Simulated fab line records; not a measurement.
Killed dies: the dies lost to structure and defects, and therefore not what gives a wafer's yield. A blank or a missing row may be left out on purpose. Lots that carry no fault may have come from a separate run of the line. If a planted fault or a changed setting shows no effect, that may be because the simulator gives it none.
Split-lot experiment | flow sky130 | route with 708 steps; 5 lots, 23 wafers read

== THE SPLIT ==
At SKY_SONOS_ONO_DEVELOP_12 (develop time 60 s), the setting dev_temp_c was moved away from the recipe's 23 C on 6 of the 23 wafers read, by +7.7% to +13.0%. This setting was run at the recipe's value on the other wafers.

No step appears in the file between the split and the reading.

== THE READING ==
At SKY_SONOS_ONO_CD_MEAS_13: cd_nm in nanometres, against a target cd of 410 nm. On this fab line, fault-free wafers typically give 409.8 nm with a standard deviation of 2.3 nm.

wafer  | tool, chamber at the split | dev_temp_c as run, C | against the recipe | cd_nm, nm | against lot-mates on the recipe
L074.2 | litho_track-02, 0          | 24.76                | +7.7%              | 414.4     | +3.8
L074.3 | litho_track-02, 0          | 24.76                | +7.7%              | 415.0     | +4.4
L074.4 | litho_track-02, 0          | 23                   | recipe             | 411.2     | -
L074.5 | litho_track-02, 0          | 24.76                | +7.7%              | 414.1     | +3.5
L074.6 | litho_track-02, 0          | 23                   | recipe             | 410.0     | -
L078.1 | litho_track-03, 0          | 23                   | recipe             | 407.4     | -
L078.3 | litho_track-03, 0          | 23                   | recipe             | 408.7     | -
L078.4 | litho_track-03, 0          | 23                   | recipe             | 410.0     | -
L080.1 | litho_track-03, 0          | 23                   | recipe             | 412.5     | -
L080.3 | litho_track-03, 0          | 25.99                | +13.0%             | 419.3     | +8.9
L080.4 | litho_track-03, 0          | 25.99                | +13.0%             | 419.0     | +8.6
L080.5 | litho_track-03, 0          | 25.99                | +13.0%             | 418.6     | +8.2
L080.6 | litho_track-03, 0          | 23                   | recipe             | 408.3     | -
L082.1 | litho_track-02, 0          | 23                   | recipe             | 411.0     | -
L082.2 | litho_track-02, 0          | 23                   | recipe             | 412.1     | -
L082.3 | litho_track-02, 0          | 23                   | recipe             | 409.7     | -
L082.4 | litho_track-02, 0          | 23                   | recipe             | 412.7     | -
L082.6 | litho_track-02, 0          | 23                   | recipe             | 409.7     | -
L083.1 | litho_track-02, 0          | 23                   | recipe             | 408.6     | -
L083.2 | litho_track-02, 0          | 23                   | recipe             | 408.4     | -
L083.3 | litho_track-02, 0          | 23                   | recipe             | 408.6     | -
L083.4 | litho_track-02, 0          | 23                   | recipe             | 407.8     | -
L083.6 | litho_track-02, 0          | 23                   | recipe             | 410.4     | -

THE FIT
A straight line over all 23 wafers: cd_nm changes by +0.682 nm for each +1% of dev_temp_c; r = +0.92; the points scatter about the line by 1.5 nm.
The same after taking each lot's own level away (the mean of its wafers on the recipe; 23 wafers): +0.626 nm for each +1%; r = +0.94; scatter 1.1 nm.
On that fit, the largest move of dev_temp_c shifts the reading by 8.1 nm.
Across the lots, their own levels run from 408.70 to 411.04 nm, a range of 1.0 times the standard deviation given above.
The two slopes agree, so the slope changes little with the lot-to-lot level.
Check: with one of the wafers moved furthest among these (+13.0%) left out of the fit, the line predicts +7.8 nm for it against its lot-mates. It came out at +8.9 nm against them.

== THE WHOLE CHAIN: every reading that the file lists as answering this split, in the file's order ==
step                     | what it does                                                       | reading                                                          | change (the file's fit)               | r (the file's)
SKY_SONOS_ONO_CD_MEAS_13 | target cd 410 nm                                                   | cd_nm                                                            | +0.62 nm for each +1% of the setting  | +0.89
SKY_SONOS_ONO_ETCH_15    | etches the open film in CHF3/O2, target depth 19.52 nm, time 7.8 s | SONOS_ONO.cd_nm (the simulator's own value, which no gauge read) | +0.616 nm for each +1% of the setting | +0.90

== FILE'S OWN FIT ==
cd_nm changes by +0.62 nm for each +1% of dev_temp_c, r = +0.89.
